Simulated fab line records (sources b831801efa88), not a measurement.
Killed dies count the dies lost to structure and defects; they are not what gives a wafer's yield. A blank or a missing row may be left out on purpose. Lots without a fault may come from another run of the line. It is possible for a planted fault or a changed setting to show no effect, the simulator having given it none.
Chamber matching ; flow gf180mcu ; pecvd-02 running GF_V3_CVD_02: 3 sister chambers
The step deposits SiO2 from TEOS, target thk 850 nm, time 94.851 s. 6 wafers are shown with their chamber, then 7 later ones without.

## WAFERS WITH THEIR CHAMBER
wafer;chamber;heaterPowerW (W)
L082.6;2;707
L086.1;2;647
L086.2;1;646
L086.3;0;703
L087.1;1;703
L087.3;0;627

## WAFERS WHOSE CHAMBER IS MISSING
wafer;heaterPowerW (W)
L087.6;659
L089.3;591
L089.4;710
L089.6;657
L094.1;716
L094.2;624
L094.4;552

## WHICH CHAMBER EACH ONE RAN IN
wafer;from the rows above;in truth
L087.6;can't be placed: 0 or 1 or 2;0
L089.3;can't be placed: 0 or 1 or 2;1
L089.4;can't be placed: 2 or 1 or 0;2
L089.6;can't be placed: 0 or 1 or 2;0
L094.1;can't be placed: 2 or 1 or 0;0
L094.2;can't be placed: 0 or 1 or 2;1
L094.4;can't be placed: 0 or 1 or 2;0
Correct placement for 0 of the 7. Not placeable from these rows: 7 (in 7, the candidates include the true chamber). Wrongly placed: 0.
How it was worked out, from the rows above alone: a wafer's distance from a chamber is the root of the sum, over the readings, of the square of ((its reading less the chamber's mean) divided by the reading's scatter). If the next closest chamber is less than 2 further off than the closest, the wafer can't be placed; otherwise it belongs to the closest. A chamber's mean is the mean of its shown wafers. The scatter is the square root of a quotient: the sum, over the shown wafers, of each reading's squared deviation from its chamber's mean, divided by wafers minus chambers.
